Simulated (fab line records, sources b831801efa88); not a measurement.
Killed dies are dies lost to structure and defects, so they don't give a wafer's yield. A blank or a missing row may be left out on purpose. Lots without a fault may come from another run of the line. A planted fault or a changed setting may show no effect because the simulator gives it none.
Which tool did it? | flow sky130 | 13 lots, 39 wafers sampled, at 4 steps of a route of 708

WHAT THE GAUGES READ, wafer by wafer
SKY_LI_CONTACT_CD_MEAS_12: target cd 170 nm. Usual: cd_nm 170.1 nm, standard deviation 1.1.
lot  | measured     | on        | cd_nm (nm)        | flag
L731 | day 29 09:47 | cd_sem-02 | 170.9 170.9 171.0 |
L733 | day 29 20:37 | cd_sem-02 | 171.0 172.5 169.8 |
L734 | day 30 02:40 | cd_sem-01 | 170.0 169.9 169.3 |
L735 | day 30 10:11 | cd_sem-01 | 169.0 169.6 169.4 |
L737 | day 31 04:39 | cd_sem-02 | 169.7 170.2 171.4 |
L738 | day 32 01:18 | cd_sem-01 | 173.4 172.1 171.5 |
L740 | day 32 04:17 | cd_sem-01 | 169.2 168.5 168.8 |
L741 | day 32 08:21 | cd_sem-01 | 170.7 172.4 171.5 |
L744 | day 33 16:26 | cd_sem-02 | 170.2 170.2 168.9 |
L745 | day 33 20:14 | cd_sem-01 | 169.3 169.2 170.1 |
L746 | day 34 00:47 | cd_sem-01 | 170.4 170.2 170.1 |
L747 | day 34 08:51 | cd_sem-02 | 171.0 171.6 170.3 |
L754 | day 36 09:57 | cd_sem-02 | 168.1 167.9 169.8 |

SKY_LOCAL_INTERCONNECT_OVL_MEAS_12. Usual: LOCAL_INTERCONNECT_OVL -1 nm, standard deviation 5.1.
lot  | measured     | on         | LOCAL_INTERCONNECT_OVL (nm) | flag
L731 | day 30 15:14 | overlay-01 | -10 -15 -21                 |
L733 | day 31 02:13 | overlay-01 | 4 -1 0                      |
L734 | day 31 08:46 | overlay-02 | -5 0 -7                     |
L735 | day 31 16:10 | overlay-01 | -5 4 2                      |
L737 | day 32 10:19 | overlay-02 | 5 2 3                       |
L738 | day 33 05:04 | overlay-01 | 1 -4 -2                     |
L740 | day 33 08:43 | overlay-01 | 3 5 5                       |
L741 | day 33 12:01 | overlay-02 | 1 4 -1                      |
L744 | day 34 21:15 | overlay-02 | 2 -1 -3                     |
L745 | day 35 00:20 | overlay-01 | -10 -4 -1                   |
L746 | day 35 05:21 | overlay-02 | -9 -3 -2                    |
L747 | day 35 13:11 | overlay-02 | 10 2 5                      |
L754 | day 37 13:31 | overlay-01 | -2 -9 -3                    |

WHICH TOOL RAN EACH LOT (tool, then ch and the chambers of the sampled wafers, then the start)
lot  | SKY_LI_CONTACT_SPUTTER_19    | SKY_LI_CONTACT_CMP_24
L731 | pvd_sputter-02, day 29 10:19 | cmp-02 ch 1,2, day 29 10:46
L733 | pvd_sputter-01, day 29 21:10 | cmp-02 ch 2,3, day 29 21:37
L734 | pvd_sputter-01, day 30 03:24 | cmp-02 ch 0,2,3, day 30 04:04
L735 | pvd_sputter-03, day 30 10:46 | cmp-01 ch 0,2,3, day 30 11:15
L737 | pvd_sputter-03, day 31 05:13 | cmp-01 ch 0,1,2, day 31 05:46
L738 | pvd_sputter-01, day 32 01:52 | cmp-02 ch 1,2,3, day 32 02:35
L740 | pvd_sputter-01, day 32 04:52 | cmp-02 ch 0,1, day 32 05:18
L741 | pvd_sputter-02, day 32 08:56 | cmp-01 ch 2,3, day 32 09:26
L744 | pvd_sputter-01, day 33 17:01 | cmp-01 ch 0,1,2, day 33 17:27
L745 | pvd_sputter-03, day 33 20:49 | cmp-01 ch 0,1,3, day 33 21:15
L746 | pvd_sputter-01, day 34 01:22 | cmp-02 ch 1,2,3, day 34 01:48
L747 | pvd_sputter-03, day 34 09:25 | cmp-02 ch 0,1,3, day 34 09:52
L754 | pvd_sputter-03, day 36 10:32 | cmp-01 ch 0,1,3, day 36 11:04
- SKY_LI_CONTACT_SPUTTER_19: material Ti, target thk 20 nm, time 106.37 s.
- SKY_LI_CONTACT_CMP_24: polishes, stops on PSG, t overpolish 20 s, target thk 0 nm.

WHAT THE TOOLS THEMSELVES READ (means of the sampled wafers that have a number; where no wafer has one, the mark that the record gives instead)
SKY_LI_CONTACT_SPUTTER_19. Usual: throttle_valve_pct 29.7 %, standard deviation 0.96.
lot  | tool           | throttle_valve_pct (%) | flag
L731 | pvd_sputter-02 | 31.6                   |
L733 | pvd_sputter-01 | 30.0                   |
L734 | pvd_sputter-01 | 29.6                   |
L735 | pvd_sputter-03 | 29.7                   |
L737 | pvd_sputter-03 | 29.2                   |
L738 | pvd_sputter-01 | 29.5                   |
L740 | pvd_sputter-01 | 29.5                   |
L741 | pvd_sputter-02 | 31.3                   |
L744 | pvd_sputter-01 | 29.5                   |
L745 | pvd_sputter-03 | 29.8                   |
L746 | pvd_sputter-01 | 29.5                   |
L747 | pvd_sputter-03 | 29.2                   |
L754 | pvd_sputter-03 | 29.6                   |

SKY_LI_CONTACT_CMP_24. Usual: motor_current_A 10.9 A, standard deviation 1; overpolish_run_s 20.000 s, standard deviation 0.009; platen_rpm 60.00 rpm, standard deviation 0.042; time_to_endpoint_s 97 s, standard deviation 3.9.
lot  | tool   | motor_current_A (A) | overpolish_run_s (s) | platen_rpm (rpm) | time_to_endpoint_s (s) | flag
L731 | cmp-02 | 11.1                | 20.009               | 60.05            | 97                     |
L733 | cmp-02 | 10.5                | 20.005               | 59.96            | 91                     |
L734 | cmp-02 | 9.7                 | 20.005               | 59.96            | 96                     |
L735 | cmp-01 | 11.4                | 20.003               | 60.00            | 105                    |
L737 | cmp-01 | 10.9                | 19.999               | 60.04            | 99                     |
L738 | cmp-02 | 10.8                | 20.007               | 59.97            | 94                     |
L740 | cmp-02 | 11.9                | 19.986               | 59.98            | 94                     |
L741 | cmp-01 | 11.5                | 19.998               | 59.99            | 95                     |
L744 | cmp-01 | 10.7                | 20.000               | 60.06            | 99                     |
L745 | cmp-01 | 10.7                | 19.991               | 59.97            | 99                     |
L746 | cmp-02 | 10.8                | 13.165               | 60.00            | 94                     | OFF
L747 | cmp-02 | 11.1                | 13.153               | 59.99            | 95                     | OFF
L754 | cmp-01 | 11.5                | 20.002               | 59.94            | 100                    |

THE ANSWER, worked out from the rows above alone
Rule: a lot is off if the mean of its wafers that have a number lies more than 3 standard deviations from the usual mean. A lot without any number at a reading at which 4 lots or more have one is off too. The other lots that the step has rows for count as sound. The gauges are gone through in route order, then the tools' own readings, and for those a lot's mean is taken as printed above. The first step at which some lot is off is used, and at that step the reading that is off furthest; a lot without a number counts as furthest.
Off: L746, L747, at SKY_LI_CONTACT_CMP_24 (overpolish_run_s).
A tool fits if, at that step or a process step before it, it ran every lot that is off, and no sound lot after the first of them. One fits: cmp-02 at SKY_LI_CONTACT_CMP_24. Its last sound lot is L740 (day 32 05:18), its first lot that is off L746 (day 34 01:48): a fault that began between those two fits.
The tool's own readings at SKY_LI_CONTACT_CMP_24 bear it out: on the lots that are off they differ by more than 5 times the standard deviation of the sound lots' means. overpolish_run_s reads 13.159 s there against 20.000 s on the sound lots.

WHAT THE SIMULATOR HAD PUT IN
Process parameter drift: cmp-02, from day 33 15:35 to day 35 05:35, at SKY_LI_CONTACT_CMP_24. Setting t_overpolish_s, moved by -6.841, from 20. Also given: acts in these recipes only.
Lots struck among those shown: L746, L747. The rule above found the same.
